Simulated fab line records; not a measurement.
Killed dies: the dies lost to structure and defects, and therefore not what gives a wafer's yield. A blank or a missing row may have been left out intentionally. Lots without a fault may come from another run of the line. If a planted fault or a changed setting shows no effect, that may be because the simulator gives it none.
One fault seen from 2 desks || flow sky130 || only its own numbers are on each desk; what lay behind them is given at the end

## AT THE METROLOGY DESK
Means of the sampled wafers that have a number, per lot and without regard to the tool the lot ran on: this is what the gauges read. Any lot whose mean is over 4 standard deviations away from the usual mean is out of limits and marked OUT; that distance is given in the brackets.
Columns: A = INCOMING_BOW at SKY_FIELD_ISO_BOW_MEAS_00, usual -1 um; B = METAL1_ALCU_THK at SKY_METAL1_THK_MEAS_06, usual 251 nm
{"lot": "L948", "first seen here": "day 1 10:00", "A": 3, "B": 256}
{"lot": "L949", "first seen here": "day 1 15:01", "A": 1, "B": 247}
{"lot": "L951", "first seen here": "day 2 01:01", "A": 2, "B": 251}
{"lot": "L952", "first seen here": "day 2 06:01", "A": 2, "B": 248}
{"lot": "L953", "first seen here": "day 2 11:01", "A": -4, "B": 253}
{"lot": "L955", "first seen here": "day 2 21:01", "A": -3, "B": 251}
{"lot": "L956", "first seen here": "day 3 02:00", "A": 3, "B": 247}
{"lot": "L957", "first seen here": "day 3 07:00", "A": 5, "B": 250}
{"lot": "L967", "first seen here": "day 5 09:01", "A": -2, "B": 252}
{"lot": "L968", "first seen here": "day 5 14:00", "A": -5, "B": 250}
{"lot": "L969", "first seen here": "day 5 19:01", "A": -1, "B": 252}
{"lot": "L970", "first seen here": "day 6 00:00", "A": -1, "B": 248}
{"lot": "L971", "first seen here": "day 6 05:00", "A": 2, "B": 250}
This desk's finding: nothing out of limits on any of the 13 lots.

## THE TOOL OWNER'S DESK: implanter-03
The tool's own readings at SKY_NWELL_IMPLANT_13: means of the sampled wafers that have a number, for each lot that ran on this tool. Any lot whose mean is over 4 standard deviations away from the usual mean is out of limits and marked OUT; that distance is given in the brackets.
Columns: A = dose_ions_cm2 at SKY_NWELL_IMPLANT_13, usual 6.999e+11
{"lot": "L951", "first seen here": "day 5 06:39", "A": 6.992e+11}
{"lot": "L955", "first seen here": "day 6 07:43", "A": 7.004e+11}
{"lot": "L957", "first seen here": "day 6 19:20", "A": 7.004e+11}
{"lot": "L967", "first seen here": "day 9 10:00", "A": "7.163e+11 (+24) OUT"}
{"lot": "L968", "first seen here": "day 9 16:14", "A": "7.178e+11 (+26) OUT"}
Finding of this desk: L967, L968 out of limits; the first was L967 at day 9 10:00, on dose_ions_cm2 at SKY_NWELL_IMPLANT_13. In limits: L951, L955, L957.

## TAKEN TOGETHER
At day 9 10:00, on L967, L968, the tool owner's desk was in a position to raise an alarm.
Nothing out of limits was seen by the metrology desk.
The metrology desk has L967, L968 on record, within its limits.
SKY_NWELL_IMPLANT_13 was run on implanter-03 by each of the lots named.

## WHAT HAD BEEN PUT IN BY THE SIMULATOR
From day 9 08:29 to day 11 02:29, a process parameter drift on implanter-03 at SKY_NWELL_IMPLANT_13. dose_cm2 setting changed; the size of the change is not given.
Shown lots that were struck: L967, L968.
Delay in hours, fault start to first out-of-limits reading, by desk: the tool owner's desk at 2.
